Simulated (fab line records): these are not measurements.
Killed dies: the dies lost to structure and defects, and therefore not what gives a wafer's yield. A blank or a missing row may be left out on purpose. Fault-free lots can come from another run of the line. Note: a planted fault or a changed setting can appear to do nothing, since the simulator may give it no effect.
fab line records	flow gf180mcu
record: lots: 14	wafers: 42	last-day: 35
route steps=602 shown VT_IMPLANT@100 MVSD@136 HV_LDD@182
lots that met no fault: from a run of the same line without faults
start-h: the number of hours between the record's first day and the start of the first shown wafer of the lot	wait-h: hours elapsed since this lot's preceding step	" the same as in the row above	L1.1+2: a row that stands for several wafers	- no value, or no start was given	* or withheld: withheld	< > ~ a bound
route shown NAME@n: a module of which the file shows steps, and the number in the route of the first	usual: mean/standard deviation taken from wafers without a fault	same: alike in all rows	chamber/n: place in a boat	sites: readings site by site	_std_site: their standard deviation	_edge_site: mean of outer sites minus mean of inner sites	radius-mm: how far each site lies from the wafer's centre	mask NAME#n: copy n	behind: tool/chamber where the wafer was last shaped	hold: reason for holding the lot/hours on hold/outcome of the hold	device: names the non-switching transistor (n, p or np)	end of line: the same wafers' tests at the end of the route	a step without rows: its recipe alone	killed: dies lost to structure and defects at the first sort, not the wafer's yield	map: shows each die of a wafer: x if killed, . if not, _ if none is there
set.NAME: the setting the step ran with; set.NAME@STEP: the setting that earlier step ran with	model.NAME: the simulator's own value behind a step, which no gauge read
steps of the route over a sample of lots; a table a step, a row a wafer
== steps ==
step: GF_VT_IMPLANT_TW_MEAS_10
usual: VT_IMPLANT_TW: 559.7/2.9
lot.wafer	tool	chamber	start-h	wait-h	VT_IMPLANT_TW
L434.3	film-metro-03	-	115.29	0.1	561.2
L434.4	"	-	"	"	557.2
L434.6	"	-	"	"	558.5
L435.2	film-metro-01	-	120.90	0.1	563.7
L435.3	"	-	"	"	562.1
L435.5	"	-	"	"	559.7
L436.2	film-metro-04	-	126.18	0.1	566.0
L436.4	"	-	"	"	562.7
L436.5	"	-	"	"	564.8
L437.2	film-metro-04	-	132.65	0.1	561.2
L437.4	"	-	"	"	559.5
L437.5	"	-	"	"	560.5
L438.1	film-metro-01	-	138.23	0.1	558.2
L438.5	"	-	"	"	562.6
L438.6	"	-	"	"	559.9
L439.2	film-metro-04	-	146.44	0.1	562.5
L439.3	"	-	"	"	562.8
L439.5	"	-	"	"	559.9
L440.2	film-metro-03	-	152.48	0.1	559.0
L440.3	"	-	"	"	559.5
L440.4	"	-	"	"	556.3
L442.1	film-metro-03	-	163.34	0.1	557.4
L442.5	"	-	"	"	560.1
L442.6	"	-	"	"	554.3
L443.1	film-metro-03	-	171.14	0.1	557.2
L443.4	"	-	"	"	557.6
L443.6	"	-	"	"	555.2
L446.2	film-metro-03	-	186.54	0.1	554.6
L446.4	"	-	"	"	555.8
L446.5	"	-	"	"	554.0
L454.1	film-metro-03	-	239.83	0.1	560.7
L454.2	"	-	"	"	559.2
L454.3	"	-	"	"	559.7
L455.2	film-metro-03	-	248.63	0.1	560.0
L455.4	"	-	"	"	560.4
L455.6	"	-	"	"	563.4
L456.1	film-metro-04	-	253.99	0.1	561.1
L456.4	"	-	"	"	563.0
L456.6	"	-	"	"	561.8
L457.4	film-metro-01	-	259.10	0.1	560.3
L457.5	"	-	"	"	558.7
L457.6	"	-	"	"	563.1
step: GF_VT_IMPLANT_RS_MEAS_46
recipe: thk-meas-gauge: four-point-probe
usual: MVSD_RS: 457.3/1.2
lot.wafer	tool	chamber	start-h	wait-h	MVSD_RS[ohm/sq]
L434.3	film-metro-02	-	162.69	0.1	458.0
L434.4	"	-	"	"	457.5
L434.6	"	-	"	"	457.8
L435.2	film-metro-02	-	168.47	0.1	457.5
L435.3	"	-	"	"	457.4
L435.5	"	-	"	"	457.4
L436.2	film-metro-02	-	174.20	0.1	458.9
L436.4	"	-	"	"	459.1
L436.5	"	-	"	"	458.0
L437.2	film-metro-01	-	182.00	0.1	454.7
L437.4	"	-	"	"	456.0
L437.5	"	-	"	"	456.1
L438.1	film-metro-04	-	187.95	0.1	457.4
L438.5	"	-	"	"	457.5
L438.6	"	-	"	"	456.4
L439.2	film-metro-01	-	196.41	0.1	456.1
L439.3	"	-	"	"	457.6
L439.5	"	-	"	"	455.9
L440.2	film-metro-04	-	204.10	0.1	458.7
L440.3	"	-	"	"	458.7
L440.4	"	-	"	"	457.4
L442.1	film-metro-02	-	214.88	0.1	458.1
L442.5	"	-	"	"	456.6
L442.6	"	-	"	"	459.0
L443.1	film-metro-01	-	224.30	0.1	458.4
L443.4	"	-	"	"	457.5
L443.6	"	-	"	"	459.4
L446.2	film-metro-02	-	240.42	0.1	454.4
L446.4	"	-	"	"	455.8
L446.5	"	-	"	"	455.8
L454.1	film-metro-02	-	299.68	0.1	456.7
L454.2	"	-	"	"	456.3
L454.3	"	-	"	"	456.2
L455.2	film-metro-01	-	309.56	0.1	456.3
L455.4	"	-	"	"	457.1
L455.6	"	-	"	"	457.3
L456.1	film-metro-02	-	315.40	0.1	456.8
L456.4	"	-	"	"	458.1
L456.6	"	-	"	"	457.6
L457.4	film-metro-04	-	322.04	0.1	455.8
L457.5	"	-	"	"	456.1
L457.6	"	-	"	"	454.9
step: GF_HV_LDD_DEVELOP_06
recipe: develop-time-s: 60	dev-temp-c: 23
usual: developer-temp-C: 23.02/0.11
lot.wafer	tool	chamber	start-h	wait-h	developer-temp-C
L434.3	litho-track-03	0	225.84	0.1	22.84
L434.4	"	0	"	"	22.82
L434.6	"	0	"	"	22.98
L435.2	litho-track-03	0	236.71	0.1	23.00
L435.3	"	0	"	"	22.94
L435.5	"	0	"	"	22.74
L436.2	litho-track-02	0	236.84	0.1	22.96
L436.4	"	0	"	"	22.97
L436.5	"	0	"	"	22.95
L437.2	litho-track-04	0	244.43	0.1	22.90
L437.4	"	0	"	"	23.05
L437.5	"	0	"	"	22.90
L438.1	litho-track-02	0	258.57	0.1	22.92
L438.5	"	0	"	"	23.04
L438.6	"	0	"	"	22.95
L439.2	litho-track-02	0	264.69	0.1	23.16
L439.3	"	0	"	"	23.22
L439.5	"	0	"	"	23.21
L440.2	litho-track-03	0	270.81	0.1	22.99
L440.3	"	0	"	"	23.13
L440.4	"	0	"	"	23.10
L442.1	litho-track-03	0	282.68	0.1	23.08
L442.5	"	0	"	"	23.26
L442.6	"	0	"	"	22.99
L443.1	litho-track-03	0	291.13	0.1	20.81
L443.4	"	0	"	"	20.67
L443.6	"	0	"	"	20.75
L446.2	litho-track-03	0	307.16	0.1	20.63
L446.4	"	0	"	"	20.64
L446.5	"	0	"	"	20.63
L454.1	litho-track-04	0	372.10	0.1	23.14
L454.2	"	0	"	"	23.17
L454.3	"	0	"	"	23.11
L455.2	litho-track-04	0	384.93	0.1	22.94
L455.4	"	0	"	"	22.88
L455.6	"	0	"	"	22.84
L456.1	litho-track-04	0	388.75	0.1	23.19
L456.4	"	0	"	"	22.98
L456.6	"	0	"	"	23.18
L457.4	litho-track-03	0	396.76	0.1	22.88
L457.5	"	0	"	"	23.03
L457.6	"	0	"	"	23.03
step: GF_HV_LDD_CD_MEAS_07
recipe: target-cd-nm: 400
usual: cd-nm: 399.4/2.7
lot.wafer	tool	chamber	start-h	wait-h	cd-nm
L434.3	cd-sem-02	-	225.98	0.1	397.6
L434.4	"	-	"	"	398.9
L434.6	"	-	"	"	400.0
L435.2	cd-sem-01	-	236.86	0.1	400.7
L435.3	"	-	"	"	401.7
L435.5	"	-	"	"	399.9
L436.2	cd-sem-02	-	236.99	0.1	403.0
L436.4	"	-	"	"	399.6
L436.5	"	-	"	"	398.8
L437.2	cd-sem-01	-	244.57	0.1	397.1
L437.4	"	-	"	"	398.5
L437.5	"	-	"	"	397.5
L438.1	cd-sem-02	-	258.72	0.1	407.3
L438.5	"	-	"	"	405.9
L438.6	"	-	"	"	403.5
L439.2	cd-sem-01	-	264.84	0.1	401.4
L439.3	"	-	"	"	399.8
L439.5	"	-	"	"	401.2
L440.2	cd-sem-02	-	270.95	0.1	403.7
L440.3	"	-	"	"	403.2
L440.4	"	-	"	"	403.3
L442.1	cd-sem-01	-	282.83	0.1	400.5
L442.5	"	-	"	"	401.1
L442.6	"	-	"	"	401.0
L443.1	cd-sem-02	-	291.28	0.1	408.4
L443.4	"	-	"	"	411.3
L443.6	"	-	"	"	409.0
L446.2	cd-sem-01	-	307.30	0.1	405.0
L446.4	"	-	"	"	407.5
L446.5	"	-	"	"	407.4
L454.1	cd-sem-01	-	372.25	0.1	398.4
L454.2	"	-	"	"	400.6
L454.3	"	-	"	"	401.0
L455.2	cd-sem-02	-	385.07	0.1	400.4
L455.4	"	-	"	"	400.2
L455.6	"	-	"	"	399.6
L456.1	cd-sem-02	-	388.90	0.1	400.2
L456.4	"	-	"	"	397.2
L456.6	"	-	"	"	398.2
L457.4	cd-sem-01	-	396.89	0.1	395.7
L457.5	"	-	"	"	391.8
L457.6	"	-	"	"	393.6
step: GF_HV_LDD_TW_MEAS_11
usual: HV_LDD_TW: 2405/15
lot.wafer	tool	chamber	start-h	wait-h	HV_LDD_TW
L434.3	film-metro-04	-	226.36	0.1	2402
L434.4	"	-	"	"	2385
L434.6	"	-	"	"	2407
L435.2	film-metro-04	-	237.25	0.1	2391
L435.3	"	-	"	"	2404
L435.5	"	-	"	"	2392
L436.2	film-metro-01	-	237.38	0.1	2418
L436.4	"	-	"	"	2421
L436.5	"	-	"	"	2411
L437.2	film-metro-01	-	244.97	0.1	2397
L437.4	"	-	"	"	2396
L437.5	"	-	"	"	2402
L438.1	film-metro-02	-	259.12	0.1	2395
L438.5	"	-	"	"	2391
L438.6	"	-	"	"	2391
L439.2	film-metro-02	-	265.38	0.1	2374
L439.3	"	-	"	"	2370
L439.5	"	-	"	"	2370
L440.2	film-metro-04	-	271.35	0.1	2415
L440.3	"	-	"	"	2419
L440.4	"	-	"	"	2416
L442.1	film-metro-01	-	283.39	0.1	2407
L442.5	"	-	"	"	2416
L442.6	"	-	"	"	2419
L443.1	film-metro-02	-	291.69	0.1	2413
L443.4	"	-	"	"	2402
L443.6	"	-	"	"	2401
L446.2	film-metro-01	-	307.70	0.1	2415
L446.4	"	-	"	"	2413
L446.5	"	-	"	"	2415
L454.1	film-metro-02	-	372.66	0.1	2382
L454.2	"	-	"	"	2386
L454.3	"	-	"	"	2368
L455.2	film-metro-04	-	385.47	0.1	2402
L455.4	"	-	"	"	2404
L455.6	"	-	"	"	2410
L456.1	film-metro-04	-	389.31	0.1	2417
L456.4	"	-	"	"	2411
L456.6	"	-	"	"	2406
L457.4	film-metro-04	-	397.27	0.1	2406
L457.5	"	-	"	"	2411
L457.6	"	-	"	"	2417
== key ==
first-sign: step: GF_HV_LDD_DEVELOP_06	reading: developer-temp-C	direction: down	sigmas: 21	usual: *	struck: *
effect: step: GF_HV_LDD_CD_MEAS_07	reading: cd-nm	direction: up	sigmas: 3.2	usual: 399.4	struck: 408.1
met-at GF_HV_LDD_DEVELOP_06
struck-lots L443,L446
tester-left-out L443,L446
not-acting-at GF_VT_IMPLANT_TW_MEAS_10,GF_VT_IMPLANT_RS_MEAS_46,GF_HV_LDD_TW_MEAS_11
onset-between 282.68 291.13
fault: kind: process-parameter-drift	tool: litho-track-03	chamber: -	onset-h: 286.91	steps: GF_HV_LDD_DEVELOP_06	channel: dev-temp-c	offset: *	shape: step	end-h: 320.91	acts-in: *	stated: *
tester-left-out: of these lots the tester's yield and bins aren't shown, on N5 and GAA mostly nor the transistor test; their killed dies are dies lost to structure and defects alone, not to doping, threshold or leakage, so they don't give the yield
